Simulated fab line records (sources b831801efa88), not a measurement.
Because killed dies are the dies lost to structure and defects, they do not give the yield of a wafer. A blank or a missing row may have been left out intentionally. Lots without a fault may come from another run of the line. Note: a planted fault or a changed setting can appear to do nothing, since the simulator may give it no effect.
The tool behind it: which one? | flow sky130 | 11 lots with 33 wafers sampled at 2 steps, on a route of 708 steps

== WHAT THE GAUGES READ, wafer by wafer ==
SKY_RES_XHIGH_TW_MEAS_09.
lot  | measured     | on            | RES_XHIGH_TW
L913 | day 27 18:01 | film_metro-02 | 1635 1644 1650
L915 | day 28 06:50 | film_metro-02 | 1648 1649 1658
L916 | day 28 18:55 | film_metro-01 | 1654 1643 1648
L917 | day 29 04:13 | film_metro-01 | 1637 1643 1648
L920 | day 30 05:14 | film_metro-02 | 1645 1651 1643
L923 | day 31 15:40 | film_metro-03 | 1637 1629 1635
L926 | day 32 18:07 | film_metro-03 | 1630 1636 1634
L927 | day 33 09:09 | film_metro-01 | 1635 1640 1641
L930 | day 34 06:12 | film_metro-01 | 1628 1625 1621
L932 | day 34 15:58 | film_metro-02 | 1644 1656 1651
L935 | day 35 02:11 | film_metro-03 | 1635 1650 1627

== WHAT TOOL EACH LOT RAN ON (gives the tool, then ch and the chambers of the sampled wafers, and finally the start) ==
lot  | SKY_POLY_CUT_ETCH_10
L913 | rie_diel-01 ch 0,3, day 25 03:01
L915 | rie_diel-01 ch 0,2,3, day 25 16:34
L916 | rie_diel-01 ch 0,2,3, day 26 04:04
L917 | rie_diel-03 ch 2,3, day 26 14:22
L920 | rie_diel-03 ch 0,1, day 27 17:04
L923 | rie_diel-01 ch 2,3, day 29 03:07
L926 | rie_diel-03 ch 0,2,3, day 30 03:34
L927 | rie_diel-04 ch 1,2,3, day 30 18:22
L930 | rie_diel-04 ch 1,3, day 31 18:35
L932 | rie_diel-03 ch 0,2, day 32 05:32
L935 | rie_diel-01 ch 0,2, day 32 18:19
- SKY_POLY_CUT_ETCH_10: etches BARC in N2/H2, stops on SiO2, time 45.9 s, target depth 60 nm.

== THE ANSWER, worked out from the rows above alone ==
Rule: usual is defined by the lots themselves. Put in order of their means at a reading, lots are off if they are a third of the lots or fewer, leave a main group of 4 or more, and stand apart from it by a gap of 3 or more times the standard deviation of the main group's means; of several such gaps the widest counts. The tables above print the reading to a certain number of digits; a main group whose means all agree to those digits is not used. A lot without any number at a reading at which 4 lots or more have one is off too. The other lots that the step has rows for count as sound.
No lot is off at any reading shown: from this, nothing can be told.

== WHAT THE SIMULATOR PUT IN ==
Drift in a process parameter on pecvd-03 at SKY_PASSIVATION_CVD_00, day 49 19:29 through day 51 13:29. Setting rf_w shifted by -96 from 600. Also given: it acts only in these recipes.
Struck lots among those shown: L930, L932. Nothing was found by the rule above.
